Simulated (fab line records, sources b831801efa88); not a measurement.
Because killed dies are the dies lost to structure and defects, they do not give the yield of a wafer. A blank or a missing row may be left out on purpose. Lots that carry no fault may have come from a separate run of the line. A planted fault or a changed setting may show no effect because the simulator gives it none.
Comparing a struck lot with a sound one / flow gf180mcu / 28 steps out of a route of 602
Sound: wafers L716.1, L716.4, L716.6. The struck wafers were L724.1, L724.3. Last of all comes the cause.
Each step with rows lists, per side, the tool, then ch with its chambers, then its first start. Under that, the readings that differ: sound wafers / struck wafers / difference of the means / sigmas: that difference in standard deviations of wafers without a fault.
alike: words and numbers the same on both sides, and readings whose means are apart by under 2 such deviations; not compared: readings that were withheld, readings missing a value for some wafer, numbers with overlapping values and no deviation given by the record, and bounds like >300 which may hide the same value.
A row with sigmas, a row that says differs or no value, or rows on one side alone: a step with any of these is where the two part. Non-overlapping numbers with no deviation appear without sigmas and do not part them. Lack of a reading on every wafer of one side parts them only where that side has two or more wafers.

first, 8 steps without rows for these wafers: GF_M5_DEVELOP_06 (develop time 60 s); GF_M5_ETCH_09 (etches Si3N4 in CF4/O2, target depth 52 nm, time 11.6 s); GF_M5_METAL_ETCH_10 (etches the open film in Cl2/BCl3, stops on SiO2, target depth 750.8 nm, time 125.1 s); GF_M5_STRIP_11 (strips in O2/N2); GF_M5_STRIP_12 (strips in post etch residue remover, time 1200 s); GF_M5_CLEAN_13 (cleans in DIW); GF_V5_CVD_00 (deposits SiO2, target thk 300 nm, time 50 s); GF_V5_CVD_02 (deposits SiO2 from TEOS, target thk 1450 nm, time 163.28 s).
GF_V5_CMP_04: polishes SiO2.
  sound on cmp-01 ch 2,3, day 26 02:46; struck on cmp-01 ch 0,1, day 28 18:51
reading=model.SiO2_of_V5_CVD_02.thk_nm (nm); sound=855.8 856.2 855.3; struck=769.7 771.3; difference=-85.3; sigmas=
  alike: motor_current_A, retaining_ring_pressure_frac
then, 9 steps without rows for these wafers: GF_V5_DEHYDRATE_06 (time 60 s); GF_V5_HMDS_07 (prime time 60 s); GF_V5_COAT_08; GF_V5_COAT_09 (resist thk 1000 nm); GF_V5_SOFTBAKE_10 (time 60 s); GF_V5_EXPOSE_11 (exposes mask Via5, target cd 260 nm); GF_V5_PEB_12 (peb time 90 s); GF_V5_DEVELOP_13 (develop time 60 s); GF_V5_ETCH_16 (etches BARC in N2/H2).
GF_V5_ETCH_17: etches SiO2 in C4F8/O2/Ar, stops on TiN, target depth 855 nm.
  sound on rie_diel-04 ch 1,2,3; struck on rie_diel-02 ch 0,3
reading=oes_product_au (a.u.); sound=0.866 0.858 0.857; struck=0.810 0.810; difference=-0.050; sigmas=-10
reading=model.etch.depth_nm (nm); sound=855.8 856.2 855.3; struck=769.7 771.3; difference=-85.3; sigmas=
reading=model.V5.feature_depth_nm (nm); sound=855.8 856.2 855.3; struck=769.7 771.3; difference=-85.3; sigmas=
then, 6 steps without rows for these wafers: GF_V5_STRIP_18 (strips in O2/N2); GF_V5_STRIP_19 (strips in post etch residue remover, time 1200 s); GF_V5_CLEAN_20 (cleans in DIW); GF_V5_SPUTTER_21 (material Ti, target thk 15 nm, time 80.02 s); GF_V5_SPUTTER_22 (material TiN, target thk 10 nm, time 40 s); GF_V5_CVD_23 (deposits W, target thk 350 nm, time 104.9 s).
GF_V5_CMP_26: polishes, stops on SiO2, t overpolish 15 s, target thk 0 nm.
  sound on cmp-02 ch 0,1,2, day 27 01:13; struck on cmp-01 ch 1,3, day 29 15:12
reading=model.SiO2_of_V5_CVD_02.thk_nm (nm); sound=852 852.4 851.5; struck=766 767.5; difference=-85; sigmas=
  alike: motor_current_A, retaining_ring_pressure_frac
then, 2 steps without rows for these wafers: GF_TOP_METAL_SPUTTER_00 (material Ti, target thk 37.5 nm, time 150 s); GF_PASSIVATION_PROBE_99.

WHERE THEY PART
GF_V5_ETCH_17 only, going by this record. Later steps at which nothing parts them and some readings are alike: GF_V5_CMP_26.

WHY: whatever the simulator had introduced
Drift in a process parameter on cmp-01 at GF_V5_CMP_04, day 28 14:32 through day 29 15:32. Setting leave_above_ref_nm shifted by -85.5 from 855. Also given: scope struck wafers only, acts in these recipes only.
